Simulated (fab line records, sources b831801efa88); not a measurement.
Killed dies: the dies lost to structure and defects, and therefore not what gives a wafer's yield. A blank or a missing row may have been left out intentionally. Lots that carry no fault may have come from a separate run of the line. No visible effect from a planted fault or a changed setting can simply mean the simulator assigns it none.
A struck lot beside a sound one :: flow sky130 :: 36 out of 708 route steps
Sound: wafers L445.2, L445.3, L445.4. Struck: wafers L457.2, L457.3 (left out: L457.1, a lot-mate that was not struck); the cause follows at the end.
Per side, at each step with rows, come the tool, then ch with its chambers, and then its first start. Under that, the readings that differ: sound wafers :: struck wafers :: difference of the means :: sigmas: that difference in standard deviations of wafers without a fault.
alike: readings whose means differ by less than 2 such deviations, and words and numbers that are the same on both sides. not compared: withheld readings, readings that some wafer has no value for, bounds like >300 that may hide the same value, and numbers for which the record gives no deviation and whose values overlap.
Wherever a step has rows on one side only, a row that says differs or no value, or a row with sigmas, the two part there. When numbers do not overlap yet have no deviation, they are printed without sigmas and do not part them. A reading missing from all wafers of one side parts the sides only when that side holds two or more wafers.

first, 9 steps without rows for these wafers: SKY_CAP2M_SPUTTER_02 (material TiN, target thk 200 nm, time 166.7 s); SKY_CAP2M_DEHYDRATE_05 (time 60 s); SKY_CAP2M_HMDS_06 (prime time 60 s); SKY_CAP2M_COAT_07 (resist thk 1140 nm); SKY_CAP2M_SOFTBAKE_08 (time 60 s); SKY_CAP2M_EXPOSE_09 (exposes mask CAP2M, target cd 1000 nm); SKY_CAP2M_PEB_10; SKY_CAP2M_DEVELOP_11 (develop time 60 s); SKY_CAP2M_METAL_ETCH_13 (etches TiN in Cl2/BCl3, stops on SiO2, target depth 220 nm, time 62.9 s).
SKY_CAP2M_STRIP_14: strips in O2/N2.
  sound on plasmaAsher-02 ch 0,1, day 42 07:35; struck on plasmaAsher-02 ch 0, day 46 08:28
reading: oesProductAu (a.u.)
sound: 0.714 0.717 0.717
struck: 0.707 0.701
difference: -0.012
sigmas: -3
  alike: drypumpMotorCurrentA, stripTimeToEndpointS
  not compared: rfHoursCounterH
then, 25 steps without rows for these wafers: SKY_CAP2M_STRIP_15 (strips in post etch residue remover, time 1200 s); SKY_CAP2M_CLEAN_16 (cleans in IPA, time 180 s); SKY_CAP2M_CLEAN_17 (cleans in O3/DIW); SKY_METAL4_DEHYDRATE_05 (time 60 s); SKY_METAL4_HMDS_06 (prime time 60 s); SKY_METAL4_COAT_07 (resist thk 60 nm); SKY_METAL4_COAT_08 (resist thk 1140 nm); SKY_METAL4_SOFTBAKE_09 (time 90 s); SKY_METAL4_EXPOSE_10 (exposes mask MM4, target cd 300 nm); SKY_METAL4_PEB_11; SKY_METAL4_DEVELOP_12 (develop time 60 s); SKY_METAL4_DESCUM_15 (chemistry O2, time 8 s); SKY_METAL4_ETCH_16 (etches BARC in N2/H2, stops on SiO2, time 88.2 s, target depth 60 nm); SKY_METAL4_ETCH_17 (etches SiO2 in C4F8/O2/Ar, stops on TiN, time 3.9 s, target depth 15 nm); SKY_METAL4_METAL_ETCH_18 (etches the open film in Cl2/BCl3, stops on SiO2, target depth 845 nm, time 183.1 s); SKY_METAL4_STRIP_19 (strips in O2/N2); SKY_METAL4_STRIP_20 (strips in post etch residue remover, time 1200 s); SKY_METAL4_CLEAN_21 (cleans in IPA, time 180 s); SKY_METAL4_CLEAN_22 (cleans in O3/DIW); SKY_VIA4_HDPCVD_00 (deposits SiO2, target thk 1750 nm, time 291.7 s); SKY_VIA4_CMP_02 (polishes SiO2); SKY_VIA4_DEHYDRATE_04 (time 60 s); SKY_VIA4_HMDS_05 (prime time 60 s); SKY_VIA4_COAT_06 (resist thk 1140 nm); SKY_VIA4_SOFTBAKE_07 (time 60 s).
-- the record jumps here: 4 days lie between the struck wafers' starts before and after (it left off in module VIA4 and takes up again in module PAD_OPEN, whose first step shown is number 708 of the route) --
SKY_PAD_OPEN_PROBE_99:
  struck on prober-02, day 50 11:34; sound on prober-02, day 47 01:24
reading: defectLimitedYield (%)
sound: 82.3 83.7 76.0
struck: 71.5 71.5
difference: -9.2
sigmas: -4

reading: killedAtOther
sound: 1 0 0
struck: 42 41
difference: +41
sigmas: +76

reading: killedDies
sound: 87 80 118
struck: 140 140
difference: +45
sigmas: +4

reading: sort_bin_3_pad_short (%)
sound: 1.0 1.0 1.4
struck: 2.8 2.0
difference: +1.3
sigmas: +3

reading: sort_bin_5_function (%)
sound: 10.2 8.7 14.8
struck: 17.3 20.7
difference: +7.8
sigmas: +5

reading: sortNPass
sound: 405 412 374
struck: 352 352
difference: -45
sigmas: -4

reading: sortYieldPct (%)
sound: 82.3 83.7 76.0
struck: 71.5 71.5
difference: -9.2
sigmas: -4

reading: model.etest.tester.sortNPass
sound: 405 412 374
struck: 352 352
difference: -45
sigmas: 

reading: model.etest.tester.sortYieldPct (%)
sound: 82.32 83.74 76.02
struck: 71.54 71.54
difference: -9.15
sigmas: 

reading: model.etest.tester.sort_bin_5_pct (%)
sound: 10.16 8.74 14.84
struck: 17.28 20.73
difference: +7.76
sigmas: 

reading: model.etest.tester.sort_bin_3_pct (%)
sound: 1.016 1.016 1.423
struck: 2.846 2.033
difference: +1.288
sigmas: 
  alike: killed_at_M0_to_M3, killed_at_M4_up, killedAtContacts, killedAtFrontEnd, killedOpen, killedShort, sort_bin_6_memory

WHERE THEY PART
Earliest at SKY_CAP2M_STRIP_14; latest, in this record, at SKY_PAD_OPEN_PROBE_99.

WHY: whatever the simulator had introduced
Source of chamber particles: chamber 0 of plasmaAsher-02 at SKY_CAP2M_STRIP_14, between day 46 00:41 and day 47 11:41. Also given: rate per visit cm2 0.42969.
